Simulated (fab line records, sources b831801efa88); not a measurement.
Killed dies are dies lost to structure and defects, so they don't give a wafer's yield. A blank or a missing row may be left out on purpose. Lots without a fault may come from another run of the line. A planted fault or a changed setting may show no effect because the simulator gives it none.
Which tool did it? | flow sky130 | 12 lots, 36 wafers sampled, at 4 steps of a route of 708

WHAT THE GAUGES READ, wafer by wafer
SKY_VIA3_THK_MEAS_01.
lot  | measured     | on            | VIA3_HDPCVD_THK (nm)
L074 | day 38 13:58 | film_metro-02 | 1634 1642 1632
L077 | day 39 02:12 | film_metro-01 | 1658 1661 1676
L079 | day 39 19:04 | film_metro-02 | 1643 1637 1617
L081 | day 41 00:01 | film_metro-04 | 1649 1637 1638
L083 | day 41 04:16 | film_metro-04 | 1659 1620 1635
L085 | day 41 15:46 | film_metro-02 | 1598 1614 1619
L086 | day 42 17:28 | film_metro-01 | 1659 1620 1631
L089 | day 43 06:21 | film_metro-02 | 1633 1621 1664
L090 | day 43 10:34 | film_metro-01 | 1621 1649 1629
L093 | day 43 15:12 | film_metro-02 | 1609 1648 1645
L095 | day 44 05:38 | film_metro-04 | 1622 1622 1661
L097 | day 44 22:11 | film_metro-04 | 1663 1631 1652

WHICH TOOL RAN EACH LOT (tool, then ch and the chambers of the sampled wafers, then the start)
lot  | SKY_VIA2_CMP_24               | SKY_METAL3_ETCH_16                | SKY_METAL3_METAL_ETCH_18
L074 | cmp-02 ch 0,3, day 36 07:54   | rie_metal-03 ch 0,1, day 38 12:55 | rie_metal-02 ch 0,1, day 38 13:02
L077 | cmp-01 ch 0,2,3, day 36 21:27 | rie_metal-04 ch 0,1, day 39 01:02 | rie_metal-02 ch 0,1, day 39 01:10
L079 | cmp-02 ch 0,2,3, day 37 14:59 | rie_metal-02 ch 0, day 39 17:44   | rie_metal-03 ch 1, day 39 17:57
L081 | cmp-01 ch 1,2,3, day 38 19:50 | rie_metal-04 ch 0, day 40 22:58   | rie_metal-02 ch 0,1, day 40 23:05
L083 | cmp-01 ch 0,2,3, day 39 01:11 | rie_metal-03 ch 0, day 41 03:13   | rie_metal-04 ch 0,1, day 41 03:20
L085 | cmp-02 ch 0,1,2, day 39 13:38 | rie_metal-03 ch 0,1, day 41 14:30 | rie_metal-02 ch 0, day 41 14:42
L086 | cmp-02 ch 1,3, day 40 17:15   | rie_metal-03 ch 0,1, day 42 16:25 | rie_metal-04 ch 0,1, day 42 16:32
L089 | cmp-02 ch 1,2,3, day 41 06:07 | rie_metal-02 ch 0,1, day 43 05:10 | rie_metal-03 ch 0,1, day 43 05:19
L090 | cmp-01 ch 1,3, day 41 10:33   | rie_metal-02 ch 0,1, day 43 09:28 | rie_metal-04 ch 0, day 43 09:37
L093 | cmp-01 ch 0,1,3, day 41 15:46 | rie_metal-03 ch 0,1, day 43 14:04 | rie_metal-04 ch 0,1, day 43 14:11
L095 | cmp-01 ch 0,1,2, day 42 05:38 | rie_metal-04 ch 0,1, day 44 04:34 | rie_metal-02 ch 0,1, day 44 04:41
L097 | cmp-01 ch 1,2, day 42 21:05   | rie_metal-03 ch 0,1, day 44 20:37 | rie_metal-04 ch 0,1, day 44 20:44
- SKY_VIA2_CMP_24: polishes, stops on SiO2, t overpolish 20 s, target thk 0 nm.
- SKY_METAL3_ETCH_16: etches BARC in N2/H2, stops on SiO2, time 88.2 s, target depth 60 nm.
- SKY_METAL3_METAL_ETCH_18: etches the open film in Cl2/BCl3, stops on SiO2, target depth 845 nm, time 183.1 s.

THE ANSWER, worked out from the rows above alone
Rule: what is usual is taken from the lots themselves. Put in order of their means at a reading, lots are off if they are a third of the lots or fewer, leave a main group of 4 or more, and stand apart from it by a gap of 3 or more times the standard deviation of the main group's means; of several such gaps the widest counts. A main group whose means are all the same, to the digits that the tables above print for the reading, isn't used. A lot without any number at a reading at which 4 lots or more have one is off too. The other lots that the step has rows for count as sound.
No lot is off at any reading shown: from this, nothing can be told.

WHAT THE SIMULATOR HAD PUT IN
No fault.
